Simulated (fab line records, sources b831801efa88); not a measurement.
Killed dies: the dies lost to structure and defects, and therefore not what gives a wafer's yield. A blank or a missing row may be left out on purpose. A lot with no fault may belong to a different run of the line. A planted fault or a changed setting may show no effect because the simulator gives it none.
One fault seen from 2 desks | flow gf180mcu | what lay behind the numbers comes last; until then each desk has only its own

== DESK OF THE TOOL OWNER: implanter-02 ==
The tool's own readings at GF_HV_LDD_IMPLANT_36, given as means over the sampled wafers that have a number, one for each lot that went through this tool. Any lot whose mean is over 4 standard deviations away from the usual mean is out of limits and marked OUT; that distance is given in the brackets.
Columns: A = dose-ions-cm2 at GF_HV_LDD_IMPLANT_36, usual 7.499e+12; B = faraday-current-uA at GF_HV_LDD_IMPLANT_36, usual 42.2
lot  | first seen here | A                           | B
L867 | day 11 19:52    | 7.496e+12                   | 41.7
L869 | day 12 16:01    | 7.494e+12                   | 42.5
L873 | day 13 21:20    | 9.799e+12 (+99 or more) OUT | 54.9 (+15) OUT
L875 | day 14 12:11    | 9.785e+12 (+99 or more) OUT | 55.1 (+15) OUT
L884 | day 17 06:41    | 7.492e+12                   | 42.6
L887 | day 18 09:29    | 7.499e+12                   | 42.5
L888 | day 18 15:13    | 7.500e+12                   | 42.5
Finding of this desk: L873, L875 out of limits; the first was L873 at day 13 21:20, on dose-ions-cm2 at GF_HV_LDD_IMPLANT_36. L867, L869, L884, L887, L888 stayed within limits.

== METROLOGY DESK ==
Means of the sampled wafers that have a number, per lot and without regard to the tool the lot ran on: this is what the gauges read. Any lot whose mean is over 4 standard deviations away from the usual mean is out of limits and marked OUT; that distance is given in the brackets.
Columns: A = HV_LDD_OVL at GF_HV_LDD_OVL_MEAS_08, usual -0.2 nm; B = HV_LDD_3_TW at GF_HV_LDD_TW_MEAS_38, usual 1443; C = HV_LDD_RS at GF_HV_LDD_RS_MEAS_53, usual 417.8 ohm/sq
lot  | first seen here | A    | B    | C
L867 | day 10 07:25    | -1.4 | 1458 | 418.6
L869 | day 11 00:23    | 0.2  | 1460 | 418.4
L873 | day 12 03:38    | 2.1  | 1495 | 412.5 (-5.4) OUT
L875 | day 12 17:57    | 1.5  | 1494 | 411.2 (-6.8) OUT
L877 | day 13 08:18    | 1.2  | 1440 | 415.0
L881 | day 14 10:53    | -2.1 | 1443 | 418.2
L882 | day 14 20:22    | -1.2 | 1445 | 417.5
L884 | day 15 09:47    | -0.8 | 1420 | 417.1
L885 | day 15 16:13    | -1.1 | 1462 | 417.8
L887 | day 16 10:26    | -1.1 | 1419 | 417.2
L888 | day 16 16:02    | 0.1  | 1466 | 418.3
L889 | day 17 04:00    | -0.5 | 1414 | 418.6
This desk's finding: out of limits on L873, L875; first on L873, day 14 18:55 (HV_LDD_RS at GF_HV_LDD_RS_MEAS_53). L867, L869, L877, L881, L882, L884, L885, L887, L888, L889 stayed within limits.

== PUT TOGETHER ==
On L873, L875, at day 13 21:20, an alarm was possible from the tool owner's desk.
On L873, L875, the metrology desk was in a position to raise an alarm at day 14 18:55.
The lots listed all ran GF_HV_LDD_IMPLANT_36 on implanter-02.

== WHAT HAD BEEN PUT IN BY THE SIMULATOR ==
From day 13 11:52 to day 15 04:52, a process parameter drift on implanter-02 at GF_HV_LDD_IMPLANT_36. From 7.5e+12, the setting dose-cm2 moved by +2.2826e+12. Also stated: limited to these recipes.
Lots struck among those shown: L873, L875.
Counting hours from when the fault started, the first reading out of limits came at 9 for the tool owner's desk and at 31 for the metrology desk.
